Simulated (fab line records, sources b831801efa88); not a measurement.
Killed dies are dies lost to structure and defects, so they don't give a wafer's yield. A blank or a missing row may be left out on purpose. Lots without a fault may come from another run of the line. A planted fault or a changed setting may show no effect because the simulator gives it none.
fab line records | flow sky130
record lots=12 wafers=36 last_day=50
route steps=708 shown METAL3@536 CAPM@539 VIA3@573 PAD_OPEN@708
lots that met no fault: from a run of the same line without faults
start_h: hours from the record's first day to the start of the lot's first wafer shown | wait_h: hours since the lot's step before | " the same as in the row above | L1.1+2: a row that stands for several wafers | - no value, or no start given | * or withheld: withheld | < > ~ a bound
route shown NAME@n: a module of which the file shows steps, and the number in the route of the first | usual: mean/standard deviation of fault-free wafers | same: alike in all rows | chamber/n: place in a boat | sites: the reading at each site | _std_site: their standard deviation | _edge_site: outer sites' mean less inner sites' | radius_mm: how far each site lies from the wafer's centre | mask NAME#n: copy n | behind: the tool/chamber that last shaped the wafer | hold: why the lot was held/for how many hours/how that ended | device: the transistor (n, p or np) that didn't switch | end of line: the same wafers' tests at the end of the route | a step without rows: its recipe alone | killed: dies lost to structure and defects at the first sort, not the wafer's yield | map: a wafer's dies, x killed, . not, _ none there
set.NAME: the setting as run; set.NAME@STEP: as run at that earlier step | model.NAME: the simulator's own value behind a step, which no gauge read
steps of the route over a sample of lots; a table a step, a row a wafer
services: from which hour (start_h, from the record's first day; less than 0 if before it) a tool's chamber was out of use, for how many hours, and why
## steps
# step SKY_METAL3_SPUTTER_04
# recipe material=TiN target_thk_nm=70 power_w=6500 time_s=58.3 chamber_pressure_pa=0.4
# usual throttle_valve_pct=30.0/0.88
# columns lot.wafer tool chamber start_h wait_h throttle_valve_pct
L196.1 pvd_sputter-04 - 847.17 0.0 29.1
L196.3 " - " " 30.1
L196.4 " - " " 29.9
L198.1 pvd_sputter-03 - 869.02 0.0 32.1
L198.5 " - " " 29.4
L198.6 " - " " 29.0
L199.1 pvd_sputter-03 - 883.47 0.0 29.3
L199.4 " - " " 32.2
L199.5 " - " " 29.4
L201.4 pvd_sputter-04 - 898.18 0.0 29.5
L201.5 " - " " 28.9
L201.6 " - " " 30.3
L206.4 pvd_sputter-03 - 926.63 0.0 29.6
L206.5 " - " " 29.4
L206.6 " - " " 29.5
L210.1 pvd_sputter-04 - 956.62 0.0 29.2
L210.2 " - " " 30.2
L210.6 " - " " 30.2
L211.1 pvd_sputter-01 - 965.12 0.0 29.8
L211.3 " - " " 29.9
L211.6 " - " " 30.2
L212.3 pvd_sputter-04 - 975.37 0.0 31.7
L212.4 " - " " 28.8
L212.5 " - " " 31.5
L214.1 pvd_sputter-01 - 993.82 0.0 30.2
L214.2 " - " " 29.5
L214.3 " - " " 29.2
L216.1 pvd_sputter-03 - 995.02 0.0 29.7
L216.2 " - " " 31.9
L216.4 " - " " 29.6
L215.2 pvd_sputter-03 - 997.69 0.0 29.5
L215.4 " - " " 29.3
L215.6 " - " " 29.1
L217.1 pvd_sputter-03 - 1002.12 0.0 31.9
L217.4 " - " " 28.6
L217.5 " - " " 29.8
# step SKY_CAPM_SPUTTER_02
# recipe material=TiN target_thk_nm=200 temp_c=300 power_w=6500 time_s=166.7 chamber_pressure_pa=0.4
# usual throttle_valve_pct=29.5/0.85
# columns lot.wafer tool chamber start_h wait_h throttle_valve_pct
L196.1 pvd_sputter-02 - 847.30 0.1 30.5
L196.3 " - " " 29.3
L196.4 " - " " 29.2
L198.1 pvd_sputter-01 - 869.15 0.1 29.5
L198.5 " - " " 29.9
L198.6 " - " " 29.6
L199.1 pvd_sputter-02 - 883.60 0.1 30.4
L199.4 " - " " 29.3
L199.5 " - " " 28.6
L201.4 pvd_sputter-01 - 898.31 0.0 29.7
L201.5 " - " " 29.9
L201.6 " - " " 29.5
L206.4 pvd_sputter-02 - 926.76 0.0 28.5
L206.5 " - " " 30.4
L206.6 " - " " 28.8
L210.1 pvd_sputter-01 - 956.75 0.1 30.0
L210.2 " - " " 29.0
L210.6 " - " " 29.3
L211.1 pvd_sputter-02 - 965.25 0.1 28.9
L211.3 " - " " 30.3
L211.6 " - " " 29.3
L212.3 pvd_sputter-03 - 975.50 0.0 29.7
L212.4 " - " " 29.4
L212.5 " - " " 28.9
L214.1 pvd_sputter-03 - 994.00 0.1 31.8
L214.2 " - " " 29.5
L214.3 " - " " 29.5
L216.1 pvd_sputter-02 - 995.15 0.1 30.5
L216.2 " - " " 28.4
L216.4 " - " " 28.6
L215.2 pvd_sputter-01 - 997.82 0.0 29.1
L215.4 " - " " 30.0
L215.6 " - " " 29.5
L217.1 pvd_sputter-02 - 1002.25 0.1 28.5
L217.4 " - " " 28.6
L217.5 " - " " 28.5
# step SKY_VIA3_HDPCVD_00
# recipe material=SiO2 target_thk_nm=1635 sigma_open_frac=0.3 time_s=262 temp_c=400 sih4_flow_sccm=60 pressure_mtorr=6
# usual pressure_mtorr=6.001/0.013
# columns lot.wafer tool chamber start_h wait_h pressure_mtorr
L196.1 hdpcvd-02 2 900.83 0.0 6.001
L196.3 " 0 " " 6.014
L196.4 " 1 " " 6.021
L198.1 hdpcvd-01 2 920.67 0.0 6.026
L198.5 " 1 " " 6.021
L198.6 " 0 " " 5.981
L199.1 hdpcvd-01 0 935.14 0.0 6.006
L199.4 " 0 " " 6.009
L199.5 " 2 " " 5.979
L201.4 hdpcvd-01 2 949.79 0.1 6.005
L201.5 " 1 " " 5.999
L201.6 " 0 " " 5.991
L206.4 hdpcvd-02 1 977.71 0.1 6.014
L206.5 " 0 " " 6.006
L206.6 " 2 " " 5.993
L210.1 hdpcvd-02 1 1005.73 0.0 6.013
L210.2 " 0 " " 6.020
L210.6 " 2 " " 5.999
L211.1 hdpcvd-02 2 1014.52 0.0 6.007
L211.3 " 0 " " 6.028
L211.6 " 0 " " 6.016
L212.3 hdpcvd-01 2 1023.61 0.0 5.988
L212.4 " 0 " " 5.991
L212.5 " 2 " " 6.011
L214.1 hdpcvd-02 2 1040.42 0.0 6.001
L214.2 " 0 " " 6.018
L214.3 " 1 " " 5.988
L216.1 hdpcvd-02 2 1043.46 0.0 5.993
L216.2 " 0 " " 6.008
L216.4 " 0 " " 6.015
L215.2 hdpcvd-01 0 1045.53 0.0 6.011
L215.4 " 1 " " 5.993
L215.6 " 0 " " 6.001
L217.1 hdpcvd-01 1 1049.60 0.0 5.994
L217.4 " 0 " " 5.993
L217.5 " 2 " " 6.022
# step SKY_VIA3_THK_MEAS_01
# recipe reads=SiO2_of_VIA3_HDPCVD_00
# usual VIA3_HDPCVD_THK=1572/22
# columns lot.wafer tool chamber start_h wait_h VIA3_HDPCVD_THK[nm]
L196.1 film_metro-02 - 901.00 0.1 1596
L196.3 " - " " 1596
L196.4 " - " " 1554
L198.1 film_metro-04 - 920.83 0.1 1569
L198.5 " - " " 1538
L198.6 " - " " 1568
L199.1 film_metro-01 - 935.31 0.1 1601
L199.4 " - " " 2110
L199.5 " - " " 2090
L201.4 film_metro-04 - 949.91 0.0 2061
L201.5 " - " " 2102
L201.6 " - " " 1576
L206.4 film_metro-02 - 977.83 0.0 1573
L206.5 " - " " 1600
L206.6 " - " " 1561
L210.1 film_metro-01 - 1005.90 0.1 1558
L210.2 " - " " 1571
L210.6 " - " " 1556
L211.1 film_metro-02 - 1014.68 0.1 1578
L211.3 " - " " 1585
L211.6 " - " " 1600
L212.3 film_metro-01 - 1023.80 0.1 1613
L212.4 " - " " 1597
L212.5 " - " " 1597
L214.1 film_metro-01 - 1040.59 0.1 1557
L214.2 " - " " 1557
L214.3 " - " " 1549
L216.1 film_metro-04 - 1043.63 0.1 1549
L216.2 " - " " 1556
L216.4 " - " " 1563
L215.2 film_metro-01 - 1045.71 0.1 1605
L215.4 " - " " 1569
L215.6 " - " " 1578
L217.1 film_metro-04 - 1049.77 0.1 1569
L217.4 " - " " 1585
L217.5 " - " " 1606
# step SKY_VIA3_OVL_MEAS_13
# usual VIA3_OVL=4/5.1
# columns lot.wafer tool chamber start_h wait_h VIA3_OVL[nm]
L196.1 overlay-01 - 926.52 0.1 1
L196.3 " - " " 6
L196.4 " - " " 2
L198.1 overlay-01 - 946.32 0.1 -1
L198.5 " - " " 3
L198.6 " - " " 1
L199.1 overlay-02 - 960.47 0.1 3
L199.4 " - " " 1
L199.5 " - " " -1
L201.4 overlay-01 - 974.64 0.1 5
L201.5 " - " " 5
L201.6 " - " " 4
L206.4 overlay-02 - 1002.12 0.1 18
L206.5 " - " " 9
L206.6 " - " " 12
L210.1 overlay-02 - 1029.40 0.1 12
L210.2 " - " " 8
L210.6 " - " " 6
L211.1 overlay-02 - 1038.57 0.1 6
L211.3 " - " " 4
L211.6 " - " " 4
L212.3 overlay-02 - 1047.62 0.1 4
L212.4 " - " " 3
L212.5 " - " " 8
L214.1 overlay-02 - 1062.82 0.1 1
L214.2 " - " " 1
L214.3 " - " " -1
L216.1 overlay-02 - 1065.52 0.1 7
L216.2 " - " " 6
L216.4 " - " " 3
L215.2 overlay-02 - 1067.16 0.1 3
L215.4 " - " " 7
L215.6 " - " " 2
L217.1 overlay-02 - 1071.68 0.1 17
L217.4 " - " " 12
L217.5 " - " " 6
# step SKY_PAD_OPEN_PROBE_99
# usual defect_limited_yield=82.3/2 killed_at_M0_to_M3=44/7.8 killed_at_M4_up=2.9/1.7 killed_at_contacts=24/5.4 killed_at_front_end=15/4.5 killed_at_other=0.3/0.55 killed_dies=87/10 killed_open=48/7.4 killed_short=39/5.9 sort_bin_3_pad_short=0.9/0.42 sort_bin_5_function=10.4/1.5 sort_bin_6_memory=6.4/1.2 sort_n_pass=405/10 sort_yield_pct=82.3/2
# same gross_dies=492 killed_at_back_side=0 sort_bin_4_leakage[%]=0 sort_bin_8_speed[%]=0
# columns lot.wafer tool chamber start_h wait_h defect_limited_yield[%] killed_at_M0_to_M3 killed_at_M4_up killed_at_contacts killed_at_front_end killed_at_other killed_dies killed_open killed_short sort_bin_3_pad_short[%] sort_bin_5_function[%] sort_bin_6_memory[%] sort_n_pass sort_yield_pct[%]
L206.4 prober-01 - 1138.70 0.2 79.7 47 7 31 13 2 100 57 43 0.8 12.8 6.7 392 79.7
L206.5 prober-01 - 1138.75 0.2 83.1 47 0 19 15 2 83 38 45 1.2 8.5 7.1 409 83.1
L206.6 prober-01 - 1138.80 0.2 81.9 38 6 22 22 1 89 44 45 1.6 9.1 7.3 403 81.9
L210.1 prober-01 - 1160.08 0.1 79.7 57 3 23 17 0 100 50 50 1.0 11.0 8.3 392 79.7
L210.2 prober-01 - 1160.13 0.1 82.3 44 6 28 8 1 87 49 38 0.4 9.3 7.9 405 82.3
L210.6 prober-01 - 1160.33 0.2 80.3 49 5 28 15 0 97 59 38 0.4 11.4 7.9 395 80.3
# killed by level:class
L206.4 VIA1:geometric_particle:open=11 CONTACT:geometric_particle:open=9 LI_CONTACT:geometric_particle:open=9 VIA3:geometric_particle:open=8 VIA3:geometric_particle:short=7 LI_CONTACT:geometric_particle:short=6 METAL4:geometric_particle:short=6 POLY_GATE:geometric_particle:open=5
L206.5 VIA3:geometric_particle:open=11 CONTACT:geometric_particle:open=11 VIA1:geometric_particle:short=7 METAL2:geometric_particle:short=7 VIA1:geometric_particle:open=5 POLY_GATE:geometric_particle:short=4 VIA2:geometric_particle:open=4 VIA2:geometric_particle:short=4
L206.6 VIA1:geometric_particle:open=11 VIA2:geometric_particle:open=8 LI_CONTACT:geometric_particle:open=6 METAL4:geometric_particle:short=6 POLY_GATE:geometric_particle:short=5 LOCAL_INTERCONNECT:geometric_particle:short=5 METAL1:geometric_particle:short=5 FIELD_ISO:geometric_particle:short=4
L210.1 VIA1:geometric_particle:open=15 VIA2:geometric_particle:open=10 VIA1:geometric_particle:short=8 METAL1:geometric_particle:short=7 LOCAL_INTERCONNECT:geometric_particle:short=6 FIELD_ISO:geometric_particle:short=5 POLY_GATE:geometric_particle:open=5 METAL2:geometric_particle:short=5
L210.2 VIA1:geometric_particle:open=12 CONTACT:geometric_particle:open=10 LI_CONTACT:geometric_particle:open=9 VIA2:geometric_particle:open=8 VIA1:geometric_particle:short=7 METAL4:geometric_particle:short=6 METAL1:geometric_particle:short=5 CONTACT:geometric_particle:short=5
L210.6 VIA2:geometric_particle:open=10 CONTACT:geometric_particle:open=8 VIA1:geometric_particle:open=8 LI_CONTACT:geometric_particle:open=6 CONTACT:geometric_particle:short=6 METAL2:geometric_particle:short=6 VIA3:geometric_particle:open=6 FIELD_ISO:geometric_particle:open=5
## services
# columns tool chamber start_h hours kind
pvd_sputter-02 3 832.59 - consumable_replace:kit
pvd_sputter-02 3 832.59 18.0 scheduled_down
pvd_sputter-02 3 832.59 18.0 vent_cycle
pvd_sputter-02 - 834.65 0.7 repair
hdpcvd-02 - 870.85 0.6 repair
pvd_sputter-01 - 888.00 1.1 repair
hdpcvd-01 - 909.84 0.8 pm
pvd_sputter-04 - 911.49 1.2 repair
pvd_sputter-04 - 918.46 2.5 repair
hdpcvd-01 - 950.25 15.0 pm
hdpcvd-01 0 950.25 15.0 vent_cycle
hdpcvd-01 1 950.25 15.0 vent_cycle
hdpcvd-01 2 950.25 15.0 vent_cycle
hdpcvd-01 0 965.25 - clean
hdpcvd-01 1 965.25 - clean
hdpcvd-01 2 965.25 - clean
pvd_sputter-03 - 965.85 3.1 repair
pvd_sputter-01 0 982.06 - consumable_replace:kit
pvd_sputter-04 - 995.89 2.4 repair
pvd_sputter-03 - 998.68 1.3 repair
pvd_sputter-02 - 1020.01 3.4 repair
pvd_sputter-03 3 1030.98 - consumable_replace:kit
pvd_sputter-03 3 1030.98 18.0 scheduled_down
pvd_sputter-03 3 1030.98 18.0 vent_cycle
## key
first_sign step=SKY_VIA3_THK_MEAS_01 reading=VIA3_HDPCVD_THK direction=up sigmas=24 usual=1572 struck=2091
effect none on later readings
met_at SKY_VIA3_HDPCVD_00
struck_lots L199,L201
struck_wafers L199.4,L199.5,L201.4,L201.5
not_acting_at SKY_METAL3_SPUTTER_04,SKY_CAPM_SPUTTER_02,SKY_VIA3_OVL_MEAS_13
onset_between 920.67 935.14
fault kind=process_parameter_drift tool=hdpcvd-01 chamber=- onset_h=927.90 steps=SKY_VIA3_HDPCVD_00 channel=target_thk_nm offset=544.78 shape=step end_h=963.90 scope=struck_wafers_only acts_in=these_recipes_only stated=1635
